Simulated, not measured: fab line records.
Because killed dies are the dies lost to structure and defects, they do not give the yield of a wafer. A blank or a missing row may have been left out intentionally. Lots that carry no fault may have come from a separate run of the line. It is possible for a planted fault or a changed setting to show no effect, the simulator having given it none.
A struck lot beside a sound one / flow sky130 / 19 steps out of a route of 708
Sound: the wafers L345.2, L345.5, L345.6. Struck: wafer L356.4 (L356.1, L356.6, from the same lot, were not struck and are left out); the cause is given at the end.
Each step with rows lists, per side, the tool, then ch with its chambers, then its first start. Under that, the readings that differ: sound wafers / struck wafers / difference of the means / sigmas: that difference in standard deviations of wafers without a fault.
alike: readings whose means differ by less than 2 such deviations, and words and numbers that are the same on both sides. not compared: withheld readings, readings that some wafer has no value for, bounds like >300 that may hide the same value, and numbers for which the record gives no deviation and whose values overlap.
Wherever a step has rows on one side only, a row that says differs or no value, or a row with sigmas, the two part there. When numbers do not overlap yet have no deviation, they are printed without sigmas and do not part them. A reading that every wafer of one side lacks parts them only if that side has two wafers or more.

first, 4 steps without rows for these wafers: SKY_RES_XHIGH_EXPOSE_04 (exposes mask URPM, target cd 1270 nm); SKY_RES_XHIGH_PEB_05; SKY_RES_XHIGH_DEVELOP_06 (develop time 60 s); SKY_RES_XHIGH_IMPLANT_07.
SKY_RES_XHIGH_STRIP_08: strips in O2/N2.
  sound on plasmaAsher-03 ch 0,1, day 29 10:10; struck on plasmaAsher-02 ch 1, day 33 09:33
  alike: drypumpMotorCurrentA, oesProductAu, stripTimeToEndpointS
  not compared: rfHoursCounterH
SKY_RES_XHIGH_TW_MEAS_09:
  sound: filmMetro-03 at day 29 10:16; struck: filmMetro-04 at day 33 09:39
  alike: RES_XHIGH_TW
then, 6 steps without rows for these wafers: SKY_SD_N_DEHYDRATE_00 (time 60 s); SKY_SD_N_HMDS_01 (prime time 60 s); SKY_SD_N_COAT_02 (resist thk 1140 nm); SKY_SD_N_SOFTBAKE_03 (time 60 s); SKY_SD_N_EXPOSE_04 (exposes mask NSDM, target cd 380 nm); SKY_SD_N_PEB_05.
SKY_SD_N_DEVELOP_06: develop time 60 s.
  sound on lithoTrack-01 ch 0, day 30 13:25; struck on lithoTrack-03 ch 0, day 34 10:57
SKY_SD_N_OVL_MEAS_08:
  sound: overlay-01 at day 30 13:40; struck: overlay-01 at day 34 13:22
reading=hold; sound=- - -; struck=awaitDispo/1.7h/release; difference=no value on the sound wafers; sigmas=
  alike: SD_N_OVL
then, 2 steps without rows for these wafers: SKY_SD_N_IMPLANT_09; SKY_SD_N_IMPLANT_10.
SKY_SD_N_STRIP_11: strips in O2/N2.
  sound on plasmaAsher-01 ch 0,1, day 30 14:00; struck on plasmaAsher-04 ch 1, day 34 13:42
  alike: drypumpMotorCurrentA, oesProductAu, stripTimeToEndpointS
  not compared: rfHoursCounterH
SKY_SD_N_TW_MEAS_12:
  sound: filmMetro-02 at day 30 14:07; struck: filmMetro-03 at day 34 14:06
reading=SD_N_TW; sound=3995 3982 3971; struck=30; difference=-3953; sigmas=-99 or more
  not compared: hold
-- record jumps: 16 days separate the struck wafers' starts on either side; left off in module SD_N, taken up again in module PAD_OPEN, whose first shown step is the route's number 708 --
SKY_PAD_OPEN_PROBE_99:
  rows exist in the record for the struck wafers here (prober-02, day 50 08:34), but not for the sound ones

== WHERE THEY PART ==
At SKY_SD_N_OVL_MEAS_08 first; at SKY_PAD_OPEN_PROBE_99 last (within this record only).

WHY: the cause the simulator had injected
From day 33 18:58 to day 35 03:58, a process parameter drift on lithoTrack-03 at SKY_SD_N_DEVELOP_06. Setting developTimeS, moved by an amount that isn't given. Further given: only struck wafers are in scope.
